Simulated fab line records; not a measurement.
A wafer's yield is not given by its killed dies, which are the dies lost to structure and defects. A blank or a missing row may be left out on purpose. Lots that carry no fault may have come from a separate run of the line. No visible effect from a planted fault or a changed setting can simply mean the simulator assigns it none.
Which tool did it? :: flow gf180mcu :: Sampling: 12 lots, 36 wafers, 3 of 602 route steps

## WHAT EACH GAUGE READ, for each wafer
GF_M4_CD_MEAS_14: target cd 280 nm. Usual: cd_nm reads 279.8 nm (standard deviation 1.3).
lot: L972
measured: day 23 20:43
on: cd_sem-01
cd_nm (nm): 279.5 280.6 280.6
flag: 

lot: L973
measured: day 23 23:14
on: cd_sem-01
cd_nm (nm): 279.8 279.7 280.0
flag: 

lot: L976
measured: day 25 03:09
on: cd_sem-01
cd_nm (nm): 279.7 279.9 280.2
flag: 

lot: L977
measured: day 25 06:32
on: cd_sem-01
cd_nm (nm): 281.8 281.8 282.0
flag: 

lot: L978
measured: day 25 10:25
on: cd_sem-02
cd_nm (nm): 279.1 277.6 277.7
flag: 

lot: L979
measured: day 25 17:40
on: cd_sem-02
cd_nm (nm): 279.0 278.8 279.4
flag: 

lot: L980
measured: day 26 05:31
on: cd_sem-01
cd_nm (nm): 281.5 282.3 280.3
flag: 

lot: L982
measured: day 27 00:46
on: cd_sem-01
cd_nm (nm): 282.1 279.8 280.9
flag: 

lot: L988
measured: day 28 15:09
on: cd_sem-01
cd_nm (nm): 278.2 277.7 277.7
flag: 

lot: L990
measured: day 29 09:14
on: cd_sem-02
cd_nm (nm): 279.3 278.5 278.9
flag: 

lot: L994
measured: day 30 07:07
on: cd_sem-01
cd_nm (nm): 278.8 281.1 281.0
flag: 

lot: L995
measured: day 30 12:55
on: cd_sem-02
cd_nm (nm): 277.8 277.0 278.8
flag: 

GF_M4_OVL_MEAS_15. Usual: M4_OVL typically reads 1 nm, with standard deviation 5.5.
lot: L972
measured: day 23 20:49
on: overlay-01
M4_OVL (nm): 3 0 3
flag: 

lot: L973
measured: day 23 23:22
on: overlay-01
M4_OVL (nm): -4 -6 0
flag: 

lot: L976
measured: day 25 03:16
on: overlay-01
M4_OVL (nm): 0 2 -3
flag: 

lot: L977
measured: day 25 06:37
on: overlay-02
M4_OVL (nm): -2 -2 -1
flag: 

lot: L978
measured: day 25 10:32
on: overlay-02
M4_OVL (nm): -11 -5 -11
flag: 

lot: L979
measured: day 25 17:48
on: overlay-02
M4_OVL (nm): -3 -9 -1
flag: 

lot: L980
measured: day 26 05:37
on: overlay-01
M4_OVL (nm): 15 4 11
flag: 

lot: L982
measured: day 27 00:53
on: overlay-02
M4_OVL (nm): 7 14 3
flag: 

lot: L988
measured: day 28 15:16
on: overlay-01
M4_OVL (nm): 3 4 0
flag: 

lot: L990
measured: day 29 09:21
on: overlay-02
M4_OVL (nm): 4 8 0
flag: 

lot: L994
measured: day 30 07:13
on: overlay-02
M4_OVL (nm): -2 -4 0
flag: 

lot: L995
measured: day 30 13:01
on: overlay-02
M4_OVL (nm): 6 10 1
flag: 

## EACH LOT AND THE TOOL THAT RAN IT (in order: tool; ch and the chambers of the sampled wafers; start)
lot: L972
GF_V3_SPUTTER_21: pvd_sputter-02, day 22 21:31

lot: L973
GF_V3_SPUTTER_21: pvd_sputter-03, day 23 00:22

lot: L976
GF_V3_SPUTTER_21: pvd_sputter-01, day 24 04:50

lot: L977
GF_V3_SPUTTER_21: pvd_sputter-01, day 24 07:29

lot: L978
GF_V3_SPUTTER_21: pvd_sputter-02, day 24 12:17

lot: L979
GF_V3_SPUTTER_21: pvd_sputter-02, day 24 19:14

lot: L980
GF_V3_SPUTTER_21: pvd_sputter-02, day 25 07:50

lot: L982
GF_V3_SPUTTER_21: pvd_sputter-02, day 26 02:58

lot: L988
GF_V3_SPUTTER_21: pvd_sputter-02, day 27 18:57

lot: L990
GF_V3_SPUTTER_21: pvd_sputter-03, day 28 12:22

lot: L994
GF_V3_SPUTTER_21: pvd_sputter-03, day 29 11:43

lot: L995
GF_V3_SPUTTER_21: pvd_sputter-01, day 29 17:32
- GF_V3_SPUTTER_21: material Ti, target thk 15 nm, time 80.02 s.

## AS READ BY THE TOOLS THEMSELVES (means over the sampled wafers that have a number; for cases with no such wafer, the mark the record gives instead)
GF_V3_SPUTTER_21. Usual: throttle_valve_pct reads 30.3 % (standard deviation 1.2).
lot: L972
tool: pvd_sputter-02
throttle_valve_pct (%): 30.4
flag: 

lot: L973
tool: pvd_sputter-03
throttle_valve_pct (%): 30.6
flag: 

lot: L976
tool: pvd_sputter-01
throttle_valve_pct (%): 30.7
flag: 

lot: L977
tool: pvd_sputter-01
throttle_valve_pct (%): 31.1
flag: 

lot: L978
tool: pvd_sputter-02
throttle_valve_pct (%): 29.0
flag: 

lot: L979
tool: pvd_sputter-02
throttle_valve_pct (%): 30.5
flag: 

lot: L980
tool: pvd_sputter-02
throttle_valve_pct (%): 29.5
flag: 

lot: L982
tool: pvd_sputter-02
throttle_valve_pct (%): 30.1
flag: 

lot: L988
tool: pvd_sputter-02
throttle_valve_pct (%): 29.8
flag: 

lot: L990
tool: pvd_sputter-03
throttle_valve_pct (%): 30.0
flag: 

lot: L994
tool: pvd_sputter-03
throttle_valve_pct (%): 30.7
flag: 

lot: L995
tool: pvd_sputter-01
throttle_valve_pct (%): 30.7
flag: 

## THE ANSWER, worked out from the rows above alone
Rule: take the mean of a lot's wafers that have a number; if it is more than 3 standard deviations from the usual mean, the lot is off. A lot without any number at a reading at which 4 lots or more have one is off too. Any other lot the step has rows for is counted as sound. After the gauges, taken in route order, come the tools' own readings; for these a lot's mean is taken, as printed above. At the first step where some lot is off, the reading lying furthest off is the one used; lots without a number count as furthest.
Nothing can be told from this: no lot is off at any reading shown.

## WHAT THE SIMULATOR HAD PUT IN
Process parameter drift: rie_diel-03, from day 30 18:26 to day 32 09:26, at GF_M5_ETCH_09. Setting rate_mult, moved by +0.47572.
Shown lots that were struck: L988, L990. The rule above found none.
